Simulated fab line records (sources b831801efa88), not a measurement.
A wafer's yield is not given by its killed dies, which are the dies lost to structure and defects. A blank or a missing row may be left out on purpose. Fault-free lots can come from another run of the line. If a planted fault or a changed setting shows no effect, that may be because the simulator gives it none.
fab line records	flow gf180mcu	part 1 of 2: steps 1 to 34 of 45
record: lots: 5	wafers: 15	last-day: 33
route steps=602 shown MVSD@136 NWELL@137 LVPWELL@138 MVPSD@139 VT_IMPLANT@140 DUAL_GATE@141 POLY_GATE@157 HV_LDD@176
lots that met no fault: from a run of the same line without faults
start-h: hours from the record's opening day to when the first of the lot's shown wafers began	wait-h: hours since the lot's step before	" identical to the entry in the row above	L1.1+2: a single row standing in for several wafers	- value missing, or start not given	* or withheld: withheld	< > ~ a bound
route shown NAME@n: names a module that has steps shown in the file, with the first one's number in the route	usual: mean/standard deviation taken from wafers without a fault	same: alike in all rows	chamber/n: place in a boat	sites: each site's reading	_std_site: the standard deviation of these	_edge_site: outer sites' mean less inner sites'	radius-mm: for every site, how far away it sits from the centre of the wafer	mask NAME#n: copy n	behind: tool/chamber where the wafer was last shaped	hold: reason for holding the lot/hours on hold/outcome of the hold	device: transistor that didn't switch, given as n, p or np	end of line: tests of these same wafers at the route's end	where a step has no rows: the recipe by itself	killed: dies that structure and defects cost at the first sort, which is not the same as the wafer's yield	map: a wafer's dies, marking killed ones x, the rest . and places with no die _
set.NAME: the setting as run; set.NAME@STEP: as run at that earlier step	model.NAME: the simulator's own value behind a step, which no gauge read
lots at selected steps of the route; one table per step, one row per wafer
services: when a tool's chamber went out of use (start-h, in hours from the record's first day, below 0 if earlier), for how many hours, and the reason
== steps ==
step: GF_VT_IMPLANT_RS_MEAS_46
recipe: thk-meas-gauge: four-point-probe
usual: MVSD_RS: 456.6/1.3
lot.wafer	tool	chamber	start-h	wait-h	MVSD_RS[ohm/sq]
L074.3	film-metro-04	-	155.39	0.1	454.3
L074.4	"	-	"	"	454.6
L074.6	"	-	"	"	455.4
L077.3	film-metro-02	-	175.73	0.1	457.8
L077.5	"	-	"	"	456.5
L077.6	"	-	"	"	457.2
L084.1	film-metro-02	-	227.99	0.1	456.2
L084.2	"	-	"	"	457.3
L084.4	"	-	"	"	457.2
L090.1	film-metro-01	-	268.64	0.1	457.0
L090.3	"	-	"	"	456.8
L090.4	"	-	"	"	456.9
L092.1	film-metro-01	-	284.39	0.1	456.0
L092.2	"	-	"	"	456.2
L092.6	"	-	"	"	455.4
step: GF_VT_IMPLANT_RS_MEAS_47
recipe: thk-meas-gauge: four-point-probe
usual: NWELL_RS: 487.9/1.2
lot.wafer	tool	chamber	start-h	wait-h	NWELL_RS[ohm/sq]
L074.3	film-metro-04	-	155.51	0.1	488.2
L074.4	"	-	"	"	488.3
L074.6	"	-	"	"	487.2
L077.3	film-metro-02	-	175.85	0.1	488.1
L077.5	"	-	"	"	488.9
L077.6	"	-	"	"	487.4
L084.1	film-metro-02	-	228.11	0.1	489.4
L084.2	"	-	"	"	488.7
L084.4	"	-	"	"	488.3
L090.1	film-metro-01	-	268.76	0.1	489.4
L090.3	"	-	"	"	488.9
L090.4	"	-	"	"	490.0
L092.1	film-metro-01	-	284.51	0.1	487.5
L092.2	"	-	"	"	488.3
L092.6	"	-	"	"	487.8
step: GF_VT_IMPLANT_RS_MEAS_48
recipe: thk-meas-gauge: four-point-probe
usual: LVPWELL_RS: 1197/3.2
lot.wafer	tool	chamber	start-h	wait-h	LVPWELL_RS[ohm/sq]
L074.3	film-metro-04	-	155.63	0.1	1199
L074.4	"	-	"	"	1199
L074.6	"	-	"	"	1200
L077.3	film-metro-02	-	175.97	0.1	1194
L077.5	"	-	"	"	1195
L077.6	"	-	"	"	1195
L084.1	film-metro-02	-	228.23	0.1	1192
L084.2	"	-	"	"	1191
L084.4	"	-	"	"	1195
L090.1	film-metro-01	-	268.88	0.1	1197
L090.3	"	-	"	"	1198
L090.4	"	-	"	"	1198
L092.1	film-metro-01	-	284.63	0.1	1193
L092.2	"	-	"	"	1191
L092.6	"	-	"	"	1193
step: GF_VT_IMPLANT_RS_MEAS_49
recipe: thk-meas-gauge: four-point-probe
usual: MVPSD_RS: 1169.9/2.9
lot.wafer	tool	chamber	start-h	wait-h	MVPSD_RS[ohm/sq]
L074.3	film-metro-04	-	155.75	0.1	1168.0
L074.4	"	-	"	"	1168.7
L074.6	"	-	"	"	1171.7
L077.3	film-metro-02	-	176.09	0.1	1171.5
L077.5	"	-	"	"	1170.6
L077.6	"	-	"	"	1172.3
L084.1	film-metro-02	-	228.35	0.1	1172.5
L084.2	"	-	"	"	1174.3
L084.4	"	-	"	"	1175.3
L090.1	film-metro-01	-	269.00	0.1	1172.2
L090.3	"	-	"	"	1172.9
L090.4	"	-	"	"	1174.3
L092.1	film-metro-01	-	284.75	0.1	1173.3
L092.2	"	-	"	"	1169.2
L092.6	"	-	"	"	1171.6
step: GF_VT_IMPLANT_WET_ETCH_50
recipe: chemistry: dHF	target-depth-nm: 20	target: SiO2	temp-c: 25	dilution: 100:1	time-s: 400
lot.wafer	tool	chamber	start-h	wait-h
L074.3+4+6	wet-bench-02	3	155.83	0.1
L077.3+5+6	wet-bench-02	2	176.17	0.1
L084.1+2+4	wet-bench-04	1	228.47	0.1
L090.1+3+4	wet-bench-03	1	269.12	0.1
L092.1+2+6	wet-bench-04	3	284.87	0.1
step: GF_DUAL_GATE_CLEAN_00
recipe: chemistry: SC1/SC2	mix: 1:4:20	temp-c: 70	time-s: 150
lot.wafer	tool	chamber	start-h	wait-h
L074.3+4+6	wet-bench-04	2	155.95	0.0
L077.3+5+6	wet-bench-02	1	176.29	0.0
L084.1+2+4	wet-bench-02	3	228.58	0.0
L090.1+3+4	wet-bench-02	3	269.24	0.0
L092.1+2+6	wet-bench-03	2	284.99	0.0
step: GF_DUAL_GATE_CLEAN_01
recipe: chemistry: dHF	time-s: 20	dilution: 100:1	dry: ipa-marangoni
lot.wafer	tool	chamber	start-h	wait-h
L074.3+4+6	wet-bench-03	1	156.00	0.0
L077.3+5+6	wet-bench-02	1	176.34	0.0
L084.1+2+4	wet-bench-03	3	228.63	0.0
L090.1+3+4	wet-bench-03	2	269.29	0.0
L092.1+2+6	wet-bench-02	3	285.04	0.0
step: GF_DUAL_GATE_OXIDATION_02
recipe: temp-c: 900	ambient: O2	stabilise-s: 600	purge-s: 300	target-thk-a: 108.87	ox-time-s: 1602
usual: zone-power-bottom-pct: 26.2/0.86
same: purge-s: 300
lot.wafer	tool	chamber	start-h	wait-h	zone-power-bottom-pct
L074.3	furnace-02	0	157.40	1.4	25.8
L074.4	"	0	"	"	25.1
L074.6	"	0	"	"	25.3
L077.3	furnace-01	0	176.62	0.3	27.5
L077.5	"	0	"	"	26.8
L077.6	"	0	"	"	27.1
L084.1	furnace-02	0	228.65	0.0	26.0
L084.2	"	0	"	"	25.3
L084.4	"	0	"	"	25.7
L090.1	furnace-01	0	269.31	0.0	27.0
L090.3	"	0	"	"	27.6
L090.4	"	0	"	"	27.3
L092.1	furnace-02	0	285.61	0.5	25.6
L092.2	"	0	"	"	25.8
L092.6	"	0	"	"	25.0
step: GF_DUAL_GATE_THK_MEAS_03
recipe: reads: SiO2_of_DUAL_GATE_OXIDATION_02
usual: DUAL_GATE_OXIDATION_00_THK: 10.96/0.19
lot.wafer	tool	chamber	start-h	wait-h	DUAL_GATE_OXIDATION_00_THK[nm]
L074.3	film-metro-04	-	158.87	0.0	11.01
L074.4	"	-	"	"	10.99
L074.6	"	-	"	"	11.17
L077.3	film-metro-04	-	178.09	0.0	11.01
L077.5	"	-	"	"	10.93
L077.6	"	-	"	"	10.84
L084.1	film-metro-03	-	230.09	0.0	10.70
L084.2	"	-	"	"	11.01
L084.4	"	-	"	"	10.95
L090.1	film-metro-04	-	270.75	0.0	10.91
L090.3	"	-	"	"	11.07
L090.4	"	-	"	"	11.32
L092.1	film-metro-04	-	287.05	0.0	11.25
L092.2	"	-	"	"	10.96
L092.6	"	-	"	"	10.89
step: GF_DUAL_GATE_DEHYDRATE_04
recipe: temp-c: 200	time-s: 60
lot.wafer	tool	chamber	start-h	wait-h
L074.3+4+6	litho-track-04	0	166.10	7.2
L077.3+5+6	litho-track-01	0	186.19	8.1
L084.1+2+4	litho-track-02	0	238.80	8.7
L090.1+3+4	litho-track-02	0	280.10	9.3
L092.1+2+6	litho-track-04	0	296.39	9.3
step: GF_DUAL_GATE_HMDS_05
recipe: prime-time-s: 60	prime-temp-c: 120
lot.wafer	tool	chamber	start-h	wait-h
L074.3+4+6	litho-track-04	0	166.25	0.1
L077.3+5+6	litho-track-01	0	186.34	0.1
L084.1+2+4	litho-track-02	0	238.95	0.1
L090.1+3+4	litho-track-02	0	280.25	0.1
L092.1+2+6	litho-track-04	0	296.54	0.1
step: GF_DUAL_GATE_COAT_06
recipe: resist: NOVOLAK	spin-rpm: 3000	resist-thk-nm: 1000
lot.wafer	tool	chamber	start-h	wait-h
L074.3+4+6	litho-track-04	0	166.40	0.1
L077.3+5+6	litho-track-01	0	186.49	0.1
L084.1+2+4	litho-track-02	0	239.10	0.1
L090.1+3+4	litho-track-02	0	280.40	0.1
L092.1+2+6	litho-track-04	0	296.69	0.1
step: GF_DUAL_GATE_SOFTBAKE_07
recipe: temp-c: 90	time-s: 60	resist: NOVOLAK
lot.wafer	tool	chamber	start-h	wait-h
L074.3+4+6	litho-track-04	0	166.55	0.1
L077.3+5+6	litho-track-01	0	186.64	0.1
L084.1+2+4	litho-track-02	0	239.25	0.1
L090.1+3+4	litho-track-02	0	280.55	0.1
L092.1+2+6	litho-track-04	0	296.84	0.1
step: GF_DUAL_GATE_EXPOSE_08
recipe: mask-id: Dualgate	target-cd-nm: 700	na: 0.6	source-shape: conventional	sigma-outer: 0.6	dose-mj: 140
same: sigma-outer: 0.6
lot.wafer	tool	chamber	start-h	wait-h	mask
L074.3+4+6	iline-stepper-01	0	-	-	Dualgate#0
L077.3+5+6	iline-stepper-02	0	-	-	Dualgate#0
L084.1+2+4	iline-stepper-02	0	-	-	Dualgate#0
L090.1+3+4	iline-stepper-01	0	-	-	Dualgate#0
L092.1+2+6	iline-stepper-01	0	-	-	Dualgate#0
step: GF_DUAL_GATE_PEB_09
recipe: temp-c: withheld	time-s: *	resist: NOVOLAK
lot.wafer	tool	chamber	start-h	wait-h
L074.3+4+6	litho-track-02	0	-	-
L077.3+5+6	litho-track-01	0	-	-
L084.1+2+4	litho-track-01	0	-	-
L090.1+3+4	litho-track-04	0	-	-
L092.1+2+6	litho-track-02	0	-	-
step: GF_DUAL_GATE_DEVELOP_10
recipe: develop-time-s: 60	dev-temp-c: 23
same: develop-time-s: 60
lot.wafer	tool	chamber	start-h	wait-h
L074.3+4+6	litho-track-02	0	175.05	0.1
L077.3+5+6	litho-track-01	0	194.74	0.1
L084.1+2+4	litho-track-01	0	248.49	0.1
L090.1+3+4	litho-track-04	0	290.54	0.1
L092.1+2+6	litho-track-02	0	307.20	0.1
step: GF_DUAL_GATE_OVL_MEAS_11
usual: DUAL_GATE_OVL: -0.5/0.91
lot.wafer	tool	chamber	start-h	wait-h	DUAL_GATE_OVL[nm]
L074.3	overlay-02	-	175.16	0.1	0.1
L074.4	"	-	"	"	0.0
L074.6	"	-	"	"	-1.8
L077.3	overlay-01	-	194.85	0.1	-2.8
L077.5	"	-	"	"	-1.8
L077.6	"	-	"	"	-1.8
L084.1	overlay-01	-	248.64	0.1	-0.9
L084.2	"	-	"	"	0.1
L084.4	"	-	"	"	-0.1
L090.1	overlay-01	-	290.69	0.1	-0.9
L090.3	"	-	"	"	-0.7
L090.4	"	-	"	"	-1.2
L092.1	overlay-02	-	307.35	0.1	-1.0
L092.2	"	-	"	"	0.0
L092.6	"	-	"	"	-0.6
step: GF_DUAL_GATE_WET_ETCH_12
recipe: chemistry: dHF	target-depth-nm: 13	dry: n2-spin	target: SiO2	temp-c: 25	dilution: 100:1	time-s: 260
lot.wafer	tool	chamber	start-h	wait-h
L074.3+4+6	wet-bench-04	3	175.19	0.0
L077.3+5+6	wet-bench-04	0	194.88	0.0
L084.1+2+4	wet-bench-04	1	248.67	0.0
L090.1+3+4	wet-bench-03	2	290.73	0.0
L092.1+2+6	wet-bench-03	0	307.38	0.0
step: GF_DUAL_GATE_STRIP_13
recipe: chemistry: O2/N2	power-w: 1400	pressure-mtorr: 1500	platen-temp-c: 250	o2-flow-sccm: 3000	n2-flow-sccm: 300	overash-fraction: 0.5
usual: drypump-motor-current-A: 5.8/0.56	heater-power-w: 371/35	oes-product-au: 0.716/0.0048	strip-time-to-endpoint-s: 12.63/0.035
lot.wafer	tool	chamber	start-h	wait-h	drypump-motor-current-A	heater-power-w	oes-product-au	rf-hours-counter-h	strip-time-to-endpoint-s
L074.3	plasma-asher-01	1	175.31	0.0	6.5	419	0.716	-	12.59
L074.4	"	0	"	"	6.1	324	0.709	-	12.62
L074.6	"	0	"	"	6.1	342	0.716	-	12.63
L077.3	plasma-asher-01	1	194.99	0.0	6.5	412	0.730	-	12.59
L077.5	"	1	"	"	6.5	398	0.713	-	12.64
L077.6	"	0	"	"	6.1	335	0.709	-	12.65
L084.1	plasma-asher-02	1	248.85	0.0	5.7	343	0.719	58	12.62
L084.2	"	0	"	"	5.7	350	0.715	58	12.67
L084.4	"	1	"	"	5.7	344	0.714	-	12.66
L090.1	plasma-asher-03	0	290.81	0.0	6.0	419	0.708	66	12.65
L090.3	"	0	"	"	6.0	410	0.714	-	12.69
L090.4	"	1	"	"	4.8	352	0.712	-	12.73
L092.1	plasma-asher-01	0	307.46	0.0	6.1	341	0.729	20	12.55
L092.2	"	1	"	"	6.5	408	0.713	20	12.59
L092.6	"	0	"	"	6.1	340	0.722	-	12.59
step: GF_DUAL_GATE_CLEAN_14
recipe: chemistry: SC1/SC2	mix: 1:4:20	temp-c: 70	time-s: 150	dry: n2-spin
lot.wafer	tool	chamber	start-h	wait-h
L074.3+4+6	wet-bench-03	1	175.37	0.0
L077.3+5+6	wet-bench-02	2	195.06	0.0
L084.1+2+4	wet-bench-02	1	248.95	0.1
L090.1+3+4	wet-bench-02	2	290.91	0.1
L092.1+2+6	wet-bench-03	0	307.56	0.1
step: GF_DUAL_GATE_OXIDATION_15
recipe: temp-c: 850	ambient: O2	stabilise-s: 600	purge-s: 300	target-thk-a: 70.98	ox-time-s: 1995
usual: zone-power-bottom-pct: 23.7/0.78
same: purge-s: 300
lot.wafer	tool	chamber	start-h	wait-h	zone-power-bottom-pct
L074.3	furnace-02	0	176.05	0.6	22.5
L074.4	"	0	"	"	22.5
L074.6	"	0	"	"	23.0
L077.3	furnace-02	0	195.11	0.0	22.7
L077.5	"	0	"	"	22.9
L077.6	"	0	"	"	22.4
L084.1	furnace-01	0	249.39	0.4	24.4
L084.2	"	0	"	"	24.4
L084.4	"	0	"	"	23.8
L090.1	furnace-01	0	291.51	0.6	24.1
L090.3	"	0	"	"	24.1
L090.4	"	0	"	"	24.0
L092.1	furnace-01	0	307.61	0.0	23.9
L092.2	"	0	"	"	24.2
L092.6	"	0	"	"	24.1
step: GF_POLY_GATE_CVD_00
recipe: material: poly-Si	target-thk-nm: 200	temp-c: 620	time-s: 1200	pressure-mtorr: 200
usual: zone-power-bottom-pct: 13.5/0.64
lot.wafer	tool	chamber	start-h	wait-h	zone-power-bottom-pct
L074.3	lpcvd-01	1	177.61	0.0	12.8
L074.4	"	1	"	"	12.7
L074.6	"	1	"	"	12.8
L077.3	lpcvd-01	0	196.66	0.0	14.3
L077.5	"	0	"	"	13.9
L077.6	"	0	"	"	14.0
L084.1	lpcvd-01	0	250.95	0.0	14.1
L084.2	"	0	"	"	13.9
L084.4	"	0	"	"	14.1
L090.1	lpcvd-01	1	293.07	0.0	12.5
L090.3	"	1	"	"	12.8
L090.4	"	1	"	"	12.8
L092.1	lpcvd-01	0	309.17	0.0	14.1
L092.2	"	0	"	"	14.0
L092.6	"	0	"	"	14.1
step: GF_POLY_GATE_THK_MEAS_01
recipe: reads: poly-Si_of_POLY_GATE_CVD_00
usual: POLY_GATE_CVD_00_THK: 200.0/2.1
lot.wafer	tool	chamber	start-h	wait-h	POLY_GATE_CVD_00_THK[nm]
L074.3	film-metro-03	-	178.96	0.0	204.0
L074.4	"	-	"	"	203.7
L074.6	"	-	"	"	204.0
L077.3	film-metro-01	-	198.02	0.0	197.5
L077.5	"	-	"	"	196.8
L077.6	"	-	"	"	198.7
L084.1	film-metro-02	-	252.95	0.0	199.1
L084.2	"	-	"	"	198.8
L084.4	"	-	"	"	198.8
L090.1	film-metro-01	-	294.40	0.0	202.7
L090.3	"	-	"	"	202.2
L090.4	"	-	"	"	202.1
L092.1	film-metro-03	-	310.50	0.0	199.8
L092.2	"	-	"	"	201.3
L092.6	"	-	"	"	200.9
step: GF_POLY_GATE_DEHYDRATE_02
recipe: temp-c: 200	time-s: 60
lot.wafer	tool	chamber	start-h	wait-h
L074.3+4+6	litho-track-04	0	187.00	8.0
L077.3+5+6	litho-track-03	0	205.90	7.9
L084.1+2+4	litho-track-03	0	262.24	9.3
L090.1+3+4	litho-track-04	0	304.19	9.8
L092.1+2+6	litho-track-04	0	319.99	9.5
step: GF_POLY_GATE_HMDS_03
recipe: prime-time-s: 60	prime-temp-c: 120
lot.wafer	tool	chamber	start-h	wait-h
L074.3+4+6	litho-track-04	0	187.15	0.1
L077.3+5+6	litho-track-03	0	206.05	0.1
L084.1+2+4	litho-track-03	0	262.39	0.1
L090.1+3+4	litho-track-04	0	304.34	0.1
L092.1+2+6	litho-track-04	0	320.14	0.1
step: GF_POLY_GATE_COAT_04
recipe: resist: BARC	temp-c: withheld	time-s: withheld	spin-rpm: withheld	resist-thk-nm: withheld
lot.wafer	tool	chamber	start-h	wait-h
L074.3+4+6	litho-track-04	0	187.30	0.1
L077.3+5+6	litho-track-03	0	206.20	0.1
L084.1+2+4	litho-track-03	0	262.54	0.1
L090.1+3+4	litho-track-04	0	304.49	0.1
L092.1+2+6	litho-track-04	0	320.29	0.1
step: GF_POLY_GATE_COAT_05
recipe: resist: KrF	spin-rpm: withheld	resist-thk-nm: 700
lot.wafer	tool	chamber	start-h	wait-h
L074.3+4+6	litho-track-04	0	-	-
L077.3+5+6	litho-track-03	0	-	-
L084.1+2+4	litho-track-03	0	-	-
L090.1+3+4	litho-track-04	0	-	-
L092.1+2+6	litho-track-04	0	-	-
step: GF_POLY_GATE_SOFTBAKE_06
recipe: temp-c: 130	time-s: 60	resist: KrF
lot.wafer	tool	chamber	start-h	wait-h
L074.3+4+6	litho-track-04	0	-	-
L077.3+5+6	litho-track-03	0	-	-
L084.1+2+4	litho-track-03	0	-	-
L090.1+3+4	litho-track-04	0	-	-
L092.1+2+6	litho-track-04	0	-	-
step: GF_POLY_GATE_EXPOSE_07
recipe: mask-id: Poly2	target-cd-nm: 280	na: 0.68	source-shape: conventional	sigma-outer: 0.6	dose-mj: 28
same: sigma-outer: 0.6
lot.wafer	tool	chamber	start-h	wait-h	mask
L074.3+4+6	krf-scanner-02	0	-	-	Poly2#0
L077.3+5+6	krf-scanner-01	0	-	-	Poly2#0
L084.1+2+4	krf-scanner-02	0	-	-	Poly2#0
L090.1+3+4	krf-scanner-02	0	-	-	Poly2#0
L092.1+2+6	krf-scanner-01	0	-	-	Poly2#0
step: GF_POLY_GATE_PEB_08
recipe: peb-temp-c: 135	peb-time-s: 90	resist: KrF
lot.wafer	tool	chamber	start-h	wait-h
L074.3+4+6	litho-track-04	0	-	-
L077.3+5+6	litho-track-01	0	-	-
L084.1+2+4	litho-track-01	0	-	-
L090.1+3+4	litho-track-04	0	-	-
L092.1+2+6	litho-track-04	0	-	-
step: GF_POLY_GATE_DEVELOP_09
recipe: develop-time-s: 60	resist: KrF	dev-temp-c: 21
same: develop-time-s: 60
lot.wafer	tool	chamber	start-h	wait-h
L074.3+4+6	litho-track-04	0	195.94	0.1
L077.3+5+6	litho-track-01	0	215.29	0.1
L084.1+2+4	litho-track-01	0	272.74	0.2
L090.1+3+4	litho-track-04	0	315.14	0.2
L092.1+2+6	litho-track-04	0	331.29	0.2
step: GF_POLY_GATE_CD_MEAS_10
recipe: target-cd-nm: 280
usual: cd-nm: 279.9/1.2
lot.wafer	tool	chamber	start-h	wait-h	cd-nm
L074.3	cd-sem-01	-	196.08	0.1	281.3
L074.4	"	-	"	"	281.7
L074.6	"	-	"	"	281.3
L077.3	cd-sem-01	-	215.43	0.1	280.2
L077.5	"	-	"	"	280.0
L077.6	"	-	"	"	279.3
L084.1	cd-sem-01	-	272.89	0.1	276.6
L084.2	"	-	"	"	278.0
L084.4	"	-	"	"	277.4
L090.1	cd-sem-02	-	315.29	0.1	279.5
L090.3	"	-	"	"	278.7
L090.4	"	-	"	"	278.1
L092.1	cd-sem-01	-	331.44	0.1	279.1
L092.2	"	-	"	"	279.7
L092.6	"	-	"	"	280.0
step: GF_POLY_GATE_OVL_MEAS_11
usual: POLY_GATE_OVL: 0/4.8
lot.wafer	tool	chamber	start-h	wait-h	POLY_GATE_OVL[nm]
L074.3	overlay-01	-	196.18	0.1	4
L074.4	"	-	"	"	3
L074.6	"	-	"	"	-4
L077.3	overlay-02	-	215.52	0.1	0
L077.5	"	-	"	"	0
L077.6	"	-	"	"	6
L084.1	overlay-02	-	273.01	0.1	-4
L084.2	"	-	"	"	-3
L084.4	"	-	"	"	6
L090.1	overlay-01	-	315.41	0.1	-6
L090.3	"	-	"	"	-6
L090.4	"	-	"	"	-11
L092.1	overlay-01	-	331.56	0.1	0
L092.2	"	-	"	"	-2
L092.6	"	-	"	"	4
step: GF_POLY_GATE_ETCH_12
recipe: chemistry: N2/H2	target-depth-a: withheld	overetch-a: withheld	time-s: withheld	target: BARC	ion-energy-ev: 200	source-w: 500	bias-w: 100	pressure-mtorr: 30	n2-flow-sccm: 100	h2-flow-sccm: 200
usual: bias-w: 100.0/0.31	drypump-motor-current-A: 5.7/0.38	oes-product-au: 0.735/0.0043	throttle-valve-pct: 13.213/0.0093
lot.wafer	tool	chamber	start-h	wait-h	bias-w	drypump-motor-current-A	oes-product-au	throttle-valve-pct
L074.3	rie-diel-02	0	196.20	0.0	100.0	5.3	0.735	13.214
L074.4	"	2	"	"	100.3	5.0	0.738	13.214
L074.6	"	3	"	"	100.2	6.0	0.738	13.224
L077.3	rie-diel-01	3	215.55	0.0	99.4	5.8	0.734	13.226
L077.5	"	3	"	"	100.0	5.8	0.724	13.210
L077.6	"	2	"	"	100.3	6.2	0.733	13.213
L084.1	rie-diel-01	3	273.04	0.0	100.2	5.8	0.739	13.191
L084.2	"	1	"	"	99.7	6.0	0.721	13.206
L084.4	"	3	"	"	99.6	5.8	0.733	13.198
L090.1	rie-diel-01	0	315.45	0.0	99.8	5.8	0.740	13.202
L090.3	"	1	"	"	99.6	6.0	0.738	13.214
L090.4	"	2	"	"	100.4	6.2	0.732	13.228
L092.1	rie-diel-01	2	331.60	0.0	99.8	6.1	0.738	13.214
L092.2	"	0	"	"	100.0	5.8	0.732	13.210
L092.6	"	0	"	"	99.5	5.8	0.738	13.207
